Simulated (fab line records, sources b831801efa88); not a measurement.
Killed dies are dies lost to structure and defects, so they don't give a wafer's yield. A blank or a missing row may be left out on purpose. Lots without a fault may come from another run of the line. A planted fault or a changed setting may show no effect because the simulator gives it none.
Tool commonality check | flow gf180mcu | 11 lots, 33 wafers sampled

WHY IT WAS OPENED
At GF_M2_RS_MEAS_05 the reading M2_ALCU_RS is flagged on 2 of 11 lots. Wafers without a fault read 0.0697 ohm/sq, standard deviation 0.00077.
Rule: a lot is flagged when every wafer of it that has a number lies more than 4 standard deviations from that mean, or none has a number. The other lots count as sound.

lot  | measured     | on            | M2_ALCU_RS (ohm/sq), wafer by wafer | flag
L646 | day 19 04:45 | film_metro-02 | 0.0693 0.0709 0.0693                |
L648 | day 19 21:10 | film_metro-04 | 0.0684 0.0689 0.0686                |
L656 | day 22 13:29 | film_metro-04 | 0.0548 0.0547 0.0551                | FLAGGED
L657 | day 23 06:56 | film_metro-02 | 0.0542 0.0548 0.0546                | FLAGGED
L658 | day 23 13:46 | film_metro-01 | 0.0703 0.0686 0.0703                |
L659 | day 23 19:55 | film_metro-01 | 0.0693 0.0708 0.0705                |
L663 | day 25 03:15 | film_metro-02 | 0.0704 0.0698 0.0692                |
L666 | day 25 21:23 | film_metro-02 | 0.0698 0.0693 0.0700                |
L667 | day 26 05:07 | film_metro-02 | 0.0717 0.0712 0.0715                |
L668 | day 26 12:49 | film_metro-02 | 0.0698 0.0704 0.0693                |
L669 | day 26 20:34 | film_metro-02 | 0.0698 0.0691 0.0686                |
The numbers of the flagged lots are 0.0547 ohm/sq on average: -0.0150 ohm/sq against the usual, or -19 standard deviations.

WHICH TOOL RAN EACH LOT
The record holds 3 process steps before the reading, out of a route of 602 steps. In each cell: the tool, then ch and the chambers that the sampled wafers went through, then the start.
lot  | flag    | GF_V1_CVD_23                  | GF_M2_SPUTTER_02             | GF_M2_SPUTTER_04
L646 |         | cvd_w-02 ch 0,1, day 19 03:56 | pvd_sputter-04, day 19 04:40 | pvd_sputter-04, day 19 04:43
L648 |         | cvd_w-01 ch 0,1, day 19 20:22 | pvd_sputter-02, day 19 21:05 | pvd_sputter-02, day 19 21:08
L656 | FLAGGED | cvd_w-02 ch 0,1, day 22 12:39 | pvd_sputter-02, day 22 13:20 | pvd_sputter-02, day 22 13:23
L657 | FLAGGED | cvd_w-01 ch 0,1, day 23 06:07 | pvd_sputter-02, day 23 06:51 | pvd_sputter-02, day 23 06:54
L658 |         | cvd_w-02 ch 0,1, day 23 12:57 | pvd_sputter-04, day 23 13:38 | pvd_sputter-04, day 23 13:41
L659 |         | cvd_w-01 ch 0, day 23 19:06   | pvd_sputter-04, day 23 19:49 | pvd_sputter-04, day 23 19:52
L663 |         | cvd_w-02 ch 0,1, day 25 02:26 | pvd_sputter-01, day 25 03:10 | pvd_sputter-01, day 25 03:13
L666 |         | cvd_w-01 ch 0,1, day 25 20:34 | pvd_sputter-01, day 25 21:17 | pvd_sputter-01, day 25 21:20
L667 |         | cvd_w-02 ch 0,1, day 26 04:19 | pvd_sputter-01, day 26 05:02 | pvd_sputter-01, day 26 05:05
L668 |         | cvd_w-01 ch 0,1, day 26 11:54 | pvd_sputter-02, day 26 12:43 | pvd_sputter-02, day 26 12:46
L669 |         | cvd_w-02 ch 0,1, day 26 19:46 | pvd_sputter-02, day 26 20:29 | pvd_sputter-02, day 26 20:32
What these steps do:
- GF_V1_CVD_23: deposits W, target thk 350 nm, time 105.05 s.
- GF_M2_SPUTTER_02: material AlCu, target thk 450 nm, time 23.9 s.
- GF_M2_SPUTTER_04: material TiN, target thk 50 nm, time 42.74 s.
- GF_M2_RS_MEAS_05: measures by four-point-probe.

FLAGGED OVER TOTAL, TOOL BY TOOL (the gauges that took the reading come last)
step             | tool           | lots run | flagged | share of the flagged lots | sound lots run after its first flagged lot
GF_V1_CVD_23     | cvd_w-01       | 5        | 1       | some                      | 3 (L659,L666,L668)
GF_V1_CVD_23     | cvd_w-02       | 6        | 1       | some                      | 4 (L658,L663,L667,L669)
GF_M2_SPUTTER_02 | pvd_sputter-01 | 3        | 0       | none                      | -
GF_M2_SPUTTER_02 | pvd_sputter-02 | 5        | 2       | all                       | 2 (L668,L669)
GF_M2_SPUTTER_02 | pvd_sputter-04 | 3        | 0       | none                      | -
GF_M2_SPUTTER_04 | pvd_sputter-01 | 3        | 0       | none                      | -
GF_M2_SPUTTER_04 | pvd_sputter-02 | 5        | 2       | all                       | 2 (L668,L669)
GF_M2_SPUTTER_04 | pvd_sputter-04 | 3        | 0       | none                      | -
GF_M2_RS_MEAS_05 | film_metro-01  | 2        | 0       | none                      | -
GF_M2_RS_MEAS_05 | film_metro-02  | 7        | 1       | some                      | 5 (L663,L666,L667,L668,L669)
GF_M2_RS_MEAS_05 | film_metro-04  | 2        | 1       | some                      | 0

WHAT THE TABLE ALLOWS
2 rows of the table ran every flagged lot: pvd_sputter-02 at GF_M2_SPUTTER_02, pvd_sputter-02 at GF_M2_SPUTTER_04.
- pvd_sputter-02 at GF_M2_SPUTTER_02: 2 of its 5 lots flagged. Sound lots ran on it after the first flagged one (L668, L669), which a lasting fault on the whole tool wouldn't allow. Its own readings lie more than 4 standard deviations out on every wafer of the flagged lots: cathode_dc_power_W.
- pvd_sputter-02 at GF_M2_SPUTTER_04: 2 of its 5 lots flagged. Sound lots ran on it after the first flagged one (L668, L669), which a lasting fault on the whole tool wouldn't allow.
No row of the table ran every flagged lot and no sound lot after the first.

WHAT THE SIMULATOR HAD PUT IN
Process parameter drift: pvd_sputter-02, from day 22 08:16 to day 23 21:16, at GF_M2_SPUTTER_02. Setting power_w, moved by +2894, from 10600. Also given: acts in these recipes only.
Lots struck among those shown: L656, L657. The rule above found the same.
